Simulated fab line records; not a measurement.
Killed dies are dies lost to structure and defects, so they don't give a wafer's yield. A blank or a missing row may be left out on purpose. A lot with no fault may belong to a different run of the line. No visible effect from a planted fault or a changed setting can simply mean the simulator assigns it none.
Comparing a struck lot with a sound one -- flow sfq line -- 26 out of 325 route steps
Sound: these wafers, L307.1, L307.3, L307.6. Struck: wafer L328.6. (L328.2, L328.5 of the same lot were not struck and are left out.) The cause comes at the end.
Order at every step that has rows: each side's tool, ch and its chambers, its first start. Under that, the readings that differ: sound wafers -- struck wafers -- difference of the means -- sigmas: that difference in standard deviations of wafers without a fault.
alike: readings whose means differ by less than 2 such deviations, and words and numbers that are the same on both sides. not compared: withheld readings, readings that some wafer has no value for, bounds like >300 that may hide the same value, and numbers for which the record gives no deviation and whose values overlap.
Wherever a step has rows on one side only, a row that says differs or no value, or a row with sigmas, the two part there. Non-overlapping numbers with no deviation appear without sigmas and do not part them. A reading missing from all wafers of one side parts the sides only when that side holds two or more wafers.

SFQ_L0_RS_MEAS_901: a four-point-probe measurement.
  struck on film metro-03, day 5 21:35; sound on film metro-03, day 1 12:34
  alike: L0_MONX_KI_RS
SFQ_L0_THK_MEAS_902: measures by xrf.
  struck on film metro-03, day 5 21:41; sound on film metro-03, day 1 12:41
  alike: L0_MONX_KI_THK
then, 6 steps without rows for these wafers: SFQ_TRILAYER_L0_LITHO_COAT_010 (resist thk 62 nm); SFQ_TRILAYER_L0_LITHO_COAT_005 (resist thk 594.7 nm); SFQ_TRILAYER_L0_LITHO_SOFTBAKE_009; SFQ_TRILAYER_L0_LITHO_EXPOSE_006 (exposes mask L0, target cd 2000 nm); SFQ_TRILAYER_L0_LITHO_PEB_008 (peb time 60 s); SFQ_TRILAYER_L0_LITHO_DEVELOP_007 (time 60 s).
-- the record jumps here: 4 days lie between the struck wafers' starts before and after --
SFQ_TRILAYER_L0_BARC_OPEN_METAL_ETCH_010: etches BARC in O2, target depth 125 nm, time 41.7 s.
  sound on rie metal-04 ch 1, day 3 09:13; struck on rie metal-01 ch 1, day 9 15:31
  alike: drypump motor current A, oes product au, rf fwd power W
  not compared: rf hours counter h
SFQ_TRILAYER_L0_ETCH_METAL_ETCH_008: etches MoNx KI in SF6/O2, stops on SiO2, target depth 50 nm, time 25 s.
  sound on rie metal-04 ch 1, day 3 09:20; struck on rie metal-01 ch 1, day 9 15:35
reading,sound,struck,difference,sigmas
oes product au (a.u.),0.886 0.878 0.882,0.866,-0.016,-2
  alike: drypump motor current A, rf fwd power W
  not compared: rf hours counter h
SFQ_TRILAYER_L0_STRIP_STRIP_009: strips in O2.
  sound on rie metal-04 ch 1, day 3 09:26; struck on rie metal-01 ch 1, day 9 15:37
  alike: drypump motor current A, oes product au
  not compared: rf hours counter h
then, 1 step without rows for these wafers: SFQ_TRILAYER_L0_STRIP_SOLV_CLEAN_010 (cleans in NMP, time 600 s).
SFQ_TRILAYER_L0_CAP_PECVD_011: deposits SiO2 from SiH4/N2O, time 13.333 s, target thk 60 nm.
  sound on pecvd-02 ch 1,2, day 3 10:48; struck on pecvd-04 ch 0, day 9 16:24
reading,sound,struck,difference,sigmas
heater power outer w (W),26 28 30,14,-14,-2
heater power w (W),79 85 83,57,-25,-3
throttle valve pct (%),24.6 24.1 23.8,25.9,+1.7,+2
model.SiO2_of_TRILAYER_L0_CAP_PECVD_011.thk nm (nm),59.39 60.66 61.63,58.68,-1.88,
  alike: rf fwd power W, susceptor temp C
then, 6 steps without rows for these wafers: SFQ_TRILAYER_L0_VIA_LITHO_COAT_018 (resist thk 62.55 nm); SFQ_TRILAYER_L0_VIA_LITHO_COAT_013 (resist thk 650 nm); SFQ_TRILAYER_L0_VIA_LITHO_SOFTBAKE_017; SFQ_TRILAYER_L0_VIA_LITHO_EXPOSE_014 (exposes mask L0V, target cd 700 nm); SFQ_TRILAYER_L0_VIA_LITHO_PEB_016 (peb time 60 s); SFQ_TRILAYER_L0_VIA_LITHO_DEVELOP_015 (time 60 s).
-- the record jumps here: 2 days lie between the struck wafers' starts before and after --
SFQ_L0V_OVL_MEAS_903:
  struck on overlay-01, day 11 23:13; sound on overlay-02, day 6 02:07
  alike: L0V_OVL
SFQ_TRILAYER_L0_VIA_BARC_OPEN_VIA_ETCH_021: etches BARC in O2, target depth 125 nm, time 41.7 s.
  sound on rie diel-02 ch 0,2,3, day 6 02:09; struck on rie diel-02 ch 2, day 11 23:15
  alike: drypump motor current A, oes product au, rf fwd power W
  not compared: rf hours counter h
SFQ_TRILAYER_L0_VIA_ETCH_VIA_ETCH_016: etches SiO2 in CHF3, stops on MoNx KI, target depth 80 nm.
  sound on rie diel-02 ch 0,2,3, day 6 02:11; struck on rie diel-02 ch 2, day 11 23:17
reading,sound,struck,difference,sigmas
oes product au (a.u.),0.845 0.849 0.857,0.831,-0.019,-3
model.L0V.feature depth nm (nm),59.39 60.66 61.63,58.68,-1.88,
model.etch.depth nm (nm),59.39 60.66 61.63,58.68,-1.88,
  alike: drypump motor current A, rf fwd power W
SFQ_TRILAYER_L0_VIA_STRIP_STRIP_017: strips in O2.
  sound on rie metal-03 ch 0,1, day 6 02:14; struck on rie metal-04 ch 1, day 11 23:20
  alike: drypump motor current A, oes product au
  not compared: rf hours counter h
then, 1 step without rows for these wafers: SFQ_TRILAYER_L0_VIA_STRIP_SOLV_CLEAN_018 (cleans in NMP, time 600 s).
SFQ_TRILAYER_M0_DEP_PRE_CLEAN_020: time 15 s.
  struck on pvd sputter-05, day 12 00:07; sound on pvd sputter-03, day 6 03:01
reading,sound,struck,difference,sigmas
model.SiO2_of_TRILAYER_L0_CAP_PECVD_011.thk nm (nm),54.39 55.66 56.63,53.68,-1.88,
then, 1 step without rows for these wafers: SFQ_TRILAYER_M0_DEP_SPUTTER_019 (material Nb, target thk 200 nm, time 133.3 s).

## WHERE THEY PART
Earliest at SFQ_TRILAYER_L0_ETCH_METAL_ETCH_008; latest, in this record, at SFQ_TRILAYER_L0_VIA_ETCH_VIA_ETCH_016. Later steps at which nothing parts them and some readings are alike: SFQ_TRILAYER_L0_VIA_STRIP_STRIP_017.

WHY: whatever the simulator had introduced
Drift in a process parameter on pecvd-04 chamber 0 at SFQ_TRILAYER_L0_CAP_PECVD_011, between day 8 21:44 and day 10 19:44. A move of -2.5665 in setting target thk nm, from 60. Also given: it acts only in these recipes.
